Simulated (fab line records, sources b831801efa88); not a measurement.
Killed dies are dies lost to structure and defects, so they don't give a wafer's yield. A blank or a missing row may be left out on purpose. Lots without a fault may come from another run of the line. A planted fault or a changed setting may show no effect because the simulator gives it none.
Which tool did it? | flow gf180mcu | 13 lots, 39 wafers sampled, at 5 steps of a route of 602

WHAT THE GAUGES READ, wafer by wafer
GF_CONTACT_THK_MEAS_03. Usual: CONTACT_CVD_02_THK 857 nm, standard deviation 12.
lot  | measured     | on            | CONTACT_CVD_02_THK (nm) | flag
L835 | day 15 05:58 | film_metro-04 | 851 857 857             |
L836 | day 15 14:41 | film_metro-02 | 840 874 858             |
L837 | day 15 19:24 | film_metro-04 | 856 862 865             |
L838 | day 16 10:40 | film_metro-01 | 859 841 871             |
L839 | day 16 15:40 | film_metro-02 | 853 870 847             |
L840 | day 17 03:01 | film_metro-04 | 851 873 858             |
L842 | day 17 18:37 | film_metro-04 | 845 854 862             |
L845 | day 18 23:20 | film_metro-01 | 847 860 862             |
L846 | day 19 13:43 | film_metro-04 | 867 878 863             |
L847 | day 19 14:37 | film_metro-01 | 860 865 863             |
L848 | day 19 22:06 | film_metro-02 | 841 852 853             |
L852 | day 21 07:07 | film_metro-04 | 648 846 849             | OFF
L856 | day 22 21:18 | film_metro-04 | 844 853 858             |

GF_V1_OVL_MEAS_15. Usual: V1_OVL 3 nm, standard deviation 6.1.
lot  | measured     | on         | V1_OVL (nm) | flag
L835 | day 18 04:46 | overlay-02 | -3 7 -2     |
L836 | day 18 14:34 | overlay-01 | 3 9 8       |
L837 | day 18 20:49 | overlay-02 | -2 1 6      |
L838 | day 19 13:28 | overlay-01 | -1 9 -9     |
L839 | day 19 18:22 | overlay-01 | -2 11 7     |
L840 | day 20 06:31 | overlay-02 | 6 9 1       |
L842 | day 20 21:55 | overlay-01 | -1 -2 5     |
L845 | day 22 02:31 | overlay-01 | 2 0 2       |
L846 | day 22 15:19 | overlay-02 | 13 11 12    |
L847 | day 22 16:37 | overlay-02 | 2 4 -6      |
L848 | day 23 00:40 | overlay-01 | 0 2 7       |
L852 | day 24 07:10 | overlay-01 | -8 -13 -12  |
L856 | day 25 19:19 | overlay-02 | 2 -6 -8     |

WHICH TOOL RAN EACH LOT (tool, then ch and the chambers of the sampled wafers, then the start)
lot  | GF_CONTACT_CVD_02               | GF_CONTACT_CMP_04             | GF_M1_SPUTTER_01
L835 | pecvd-01 ch 0,1,2, day 15 05:53 | cmp-01 ch 0,1,2, day 15 06:01 | pvd_sputter-04, day 16 05:12
L836 | pecvd-01 ch 0,1, day 15 14:37   | cmp-01 ch 1,2, day 15 14:47   | pvd_sputter-01, day 16 14:03
L837 | pecvd-01 ch 0,1, day 15 19:20   | cmp-02 ch 0,1, day 15 19:28   | pvd_sputter-01, day 16 19:39
L838 | pecvd-02 ch 0,1,2, day 16 10:35 | cmp-01 ch 0,1,2, day 16 10:43 | pvd_sputter-01, day 17 11:18
L839 | pecvd-02 ch 1,2, day 16 15:35   | cmp-01 ch 0,2, day 16 15:46   | pvd_sputter-03, day 17 16:34
L840 | pecvd-02 ch 0,2, day 17 02:56   | cmp-01 ch 0,1,2, day 17 03:04 | pvd_sputter-04, day 18 04:48
L842 | pecvd-04 ch 0,1, day 17 18:32   | cmp-01 ch 1,2,3, day 17 18:40 | pvd_sputter-03, day 18 20:06
L845 | pecvd-04 ch 1,2, day 18 23:16   | cmp-01 ch 0,1,3, day 18 23:29 | pvd_sputter-04, day 20 01:03
L846 | pecvd-01 ch 0,1,2, day 19 13:38 | cmp-01 ch 1,2,3, day 19 13:55 | pvd_sputter-03, day 20 15:39
L847 | pecvd-02 ch 0,1,2, day 19 14:32 | cmp-02 ch 2,3, day 19 14:40   | pvd_sputter-04, day 20 17:04
L848 | pecvd-04 ch 0,2, day 19 22:01   | cmp-02 ch 0,1,3, day 19 22:15 | pvd_sputter-03, day 21 00:26
L852 | pecvd-04 ch 0,1,2, day 21 07:02 | cmp-02 ch 0,1,2, day 21 07:10 | pvd_sputter-03, day 22 08:35
L856 | pecvd-01 ch 0,1,2, day 22 21:14 | cmp-01 ch 1,3, day 22 21:22   | pvd_sputter-04, day 23 21:59
- GF_CONTACT_CVD_02: deposits SiO2 from TEOS, target thk 860 nm, time 95.992 s.
- GF_CONTACT_CMP_04: polishes SiO2.
- GF_M1_SPUTTER_01: material TiN, target thk 30 nm, time 25 s.

WHAT THE TOOLS THEMSELVES READ (means of the sampled wafers that have a number; where no wafer has one, the mark that the record gives instead)
GF_CONTACT_CVD_02. Usual: heater_power_w 602 W, standard deviation 71.
lot  | tool     | heater_power_w (W) | flag
L835 | pecvd-01 | 612                |
L836 | pecvd-01 | 633                |
L837 | pecvd-01 | 618                |
L838 | pecvd-02 | 659                |
L839 | pecvd-02 | 555                |
L840 | pecvd-02 | 676                |
L842 | pecvd-04 | 631                |
L845 | pecvd-04 | 583                |
L846 | pecvd-01 | 594                |
L847 | pecvd-02 | 535                |
L848 | pecvd-04 | 627                |
L852 | pecvd-04 | 612                |
L856 | pecvd-01 | 614                |

GF_CONTACT_CMP_04. Usual: motor_current_A 11.6 A, standard deviation 1.8; slurry_flow_ml_min 150.0, standard deviation 0.46; time_to_endpoint_s 112 s, standard deviation 7.9.
lot  | tool   | motor_current_A (A) | slurry_flow_ml_min | time_to_endpoint_s (s) | flag
L835 | cmp-01 | 10.6                | 149.4              | 116                    |
L836 | cmp-01 | 11.9                | 149.4              | 115                    |
L837 | cmp-02 | 13.9                | 149.7              | 112                    |
L838 | cmp-01 | 10.6                | 149.8              | 120                    |
L839 | cmp-01 | 10.6                | 150.0              | 121                    |
L840 | cmp-01 | 10.7                | 149.9              | 116                    |
L842 | cmp-01 | 11.2                | 150.0              | 112                    |
L845 | cmp-01 | 10.5                | 150.2              | 109                    |
L846 | cmp-01 | 11.2                | 149.9              | 112                    |
L847 | cmp-02 | 11.5                | 149.8              | 114                    |
L848 | cmp-02 | 12.6                | 149.7              | 107                    |
L852 | cmp-02 | 14.1                | 150.0              | 84                     | OFF
L856 | cmp-01 | 10.9                | 149.8              | 105                    |

GF_M1_SPUTTER_01. Usual: throttle_valve_pct 30.2 %, standard deviation 1.4.
lot  | tool           | throttle_valve_pct (%) | flag
L835 | pvd_sputter-04 | 29.8                   |
L836 | pvd_sputter-01 | 30.1                   |
L837 | pvd_sputter-01 | 30.2                   |
L838 | pvd_sputter-01 | 30.0                   |
L839 | pvd_sputter-03 | 31.0                   |
L840 | pvd_sputter-04 | 30.6                   |
L842 | pvd_sputter-03 | 30.9                   |
L845 | pvd_sputter-04 | 29.9                   |
L846 | pvd_sputter-03 | 30.2                   |
L847 | pvd_sputter-04 | 29.6                   |
L848 | pvd_sputter-03 | 30.1                   |
L852 | pvd_sputter-03 | 30.9                   |
L856 | pvd_sputter-04 | 29.9                   |

THE ANSWER, worked out from the rows above alone
Rule: a lot is off if the mean of its wafers that have a number lies more than 3 standard deviations from the usual mean. A lot without any number at a reading at which 4 lots or more have one is off too. The other lots that the step has rows for count as sound. The gauges are gone through in route order, then the tools' own readings, and for those a lot's mean is taken as printed above. The first step at which some lot is off is used, and at that step the reading that is off furthest; a lot without a number counts as furthest.
Off: L852, at GF_CONTACT_THK_MEAS_03 (CONTACT_CVD_02_THK).
A tool fits if, at a process step before that reading, it ran every lot that is off, and no sound lot after the first of them. The gauges at GF_CONTACT_THK_MEAS_03 aren't tried: what is off there is off at GF_CONTACT_CMP_04 too, on other tools, and a gauge's error can't cause that. One fits: pecvd-04 at GF_CONTACT_CVD_02. Its last sound lot is L848 (day 19 22:01), its first lot that is off L852 (day 21 07:02): a fault that began between those two fits.

WHAT THE SIMULATOR HAD PUT IN
Process parameter drift: pecvd-04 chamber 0, from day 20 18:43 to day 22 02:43, at GF_CONTACT_CVD_02. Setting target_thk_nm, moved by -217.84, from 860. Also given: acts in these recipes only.
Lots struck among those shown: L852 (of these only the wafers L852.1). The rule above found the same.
